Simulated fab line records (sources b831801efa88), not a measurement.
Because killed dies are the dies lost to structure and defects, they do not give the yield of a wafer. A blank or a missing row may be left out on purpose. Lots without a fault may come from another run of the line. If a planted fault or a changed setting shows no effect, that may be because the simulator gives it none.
8D (eight disciplines) problem report, filled in by code / flow sky130 / the parts of the form that need people (team, actions taken, sign-off) are left out

1. PROBLEM STATEMENT
At SKY_FIELD_ISO_WET_ETCH_18, run_length_s averages 464 s over 6 wafers from 2 lots, while fault-free wafers read 314 s, standard deviation 3.6. That is +42 standard deviations from the usual mean.
The step: etches Si3N4 in H3PO4, target depth 25 nm, time 286 s.
Seen first at day 5 18:14 on wet_bench-01, wafer L174.2. The record holds 42 wafers of 14 lots with a number at this step. Rule for "out" (also "out of limits"): further than 4 standard deviations from the usual mean. The other wafers with a number count as sound.

2. WHAT IT IS; WHAT IT IS NOT
question=which readings at this step | is=run_length_s | is not=-
question=which lots | is=L174, L176 | is not=L158, L160, L161, L166, L167, L168, L169, L170, L171, L175, L180, L181
question=which wafers of those lots | is=all that have a number | is not=-
question=read on which tools | is=wet_bench-01 | is not=wet_bench-03, wet_bench-04
question=when | is=from day 5 18:14 | is not=up to then (27 sound wafers); but 9 sound wafers of L175, L180, L181 came after

3. THE SUSPECTS, EACH WITH WHAT RULES IT OUT
Counting: a tool at a process step up to the reading stays a suspect if it ran every lot that is out and no sound lot after the first of them.
- wet_bench-01 at SKY_FIELD_ISO_WET_ETCH_18 (etches Si3N4 in H3PO4, target depth 25 nm, time 286 s): kept. All lots that are out passed through it, beginning with L174 at day 5 18:14, and no sound lot followed; its final sound lot before that point was L170 at day 4 21:53. Out on those wafers are its own readings of run_length_s.
Left after counting: wet_bench-01 at SKY_FIELD_ISO_WET_ETCH_18.

4. THE CAUSE (what the simulator had put in)
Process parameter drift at SKY_FIELD_ISO_WET_ETCH_18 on wet_bench-01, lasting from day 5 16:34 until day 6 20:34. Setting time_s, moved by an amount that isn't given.
Only this tool survived the counting.

5. SEQUENCE OF EFFECTS, ordered by route
Rows list readings where the struck wafers' mean (over those with a number) sits beyond 3 standard deviations from the usual. Only readings whose record carries a usual standard deviation are examined. hours: median over the lots of the time between each lot's start at the first step of this table that gives one and its start at this step. sigmas: the change, counted in usual standard deviations.
hours=0; step=SKY_FIELD_ISO_WET_ETCH_18; reading=run_length_s; usual=314 s; on struck wafers=464; change=+150; sigmas=+42
Process steps it contains:
- SKY_FIELD_ISO_WET_ETCH_18: etches Si3N4 in H3PO4, target depth 25 nm, time 286 s.
Later measuring or inspecting steps at which every struck wafer that the step has a row for has a number for every such reading, and none has moved that far: SKY_FIELD_ISO_THK_MEAS_23, SKY_VT_ADJUST_NCORE_OVL_MEAS_08, SKY_POLY_GATE_OVL_MEAS_14.

6. HOW IT WOULD HAVE BEEN CAUGHT EARLIER
The fault began at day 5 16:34; the first out-of-limits reading in this record came at day 5 18:14, 2 hours later.
